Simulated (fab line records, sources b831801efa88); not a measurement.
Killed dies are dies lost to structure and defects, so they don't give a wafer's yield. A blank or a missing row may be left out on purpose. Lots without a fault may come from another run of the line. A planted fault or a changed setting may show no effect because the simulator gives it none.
Which tool did it? | flow gf180mcu | 7 lots, 21 wafers sampled, at 1 step of a route of 602

WHAT THE GAUGES READ, wafer by wafer
GF_PSD_RS_MEAS_15: measures by four-point-probe.
lot  | measured     | on            | PSD_RS (ohm/sq)
L923 | day 15 04:34 | film_metro-04 | 108.40 108.31 108.30
L928 | day 16 03:01 | film_metro-02 | 108.34 108.33 108.27
L930 | day 16 19:46 | film_metro-04 | 108.27 108.29 108.34
L931 | day 17 04:23 | film_metro-02 | 108.68 108.33 108.58
L939 | day 20 00:20 | film_metro-02 | 108.80 108.91 108.72
L941 | day 21 00:09 | film_metro-02 | 108.70 108.64 108.69
L944 | day 21 20:17 | film_metro-04 | 108.28 108.66 107.98

WHICH TOOL RAN EACH LOT (tool, then ch and the chambers of the sampled wafers, then the start)
The record holds no process step before these readings.

THE ANSWER, worked out from the rows above alone
Rule: what is usual is taken from the lots themselves. Put in order of their means at a reading, lots are off if they are a third of the lots or fewer, leave a main group of 4 or more, and stand apart from it by a gap of 3 or more times the standard deviation of the main group's means; of several such gaps the widest counts. A main group whose means are all the same, to the digits that the tables above print for the reading, isn't used. A lot without any number at a reading at which 4 lots or more have one is off too. The other lots that the step has rows for count as sound.
No lot is off at any reading shown: from this, nothing can be told.

WHAT THE SIMULATOR HAD PUT IN
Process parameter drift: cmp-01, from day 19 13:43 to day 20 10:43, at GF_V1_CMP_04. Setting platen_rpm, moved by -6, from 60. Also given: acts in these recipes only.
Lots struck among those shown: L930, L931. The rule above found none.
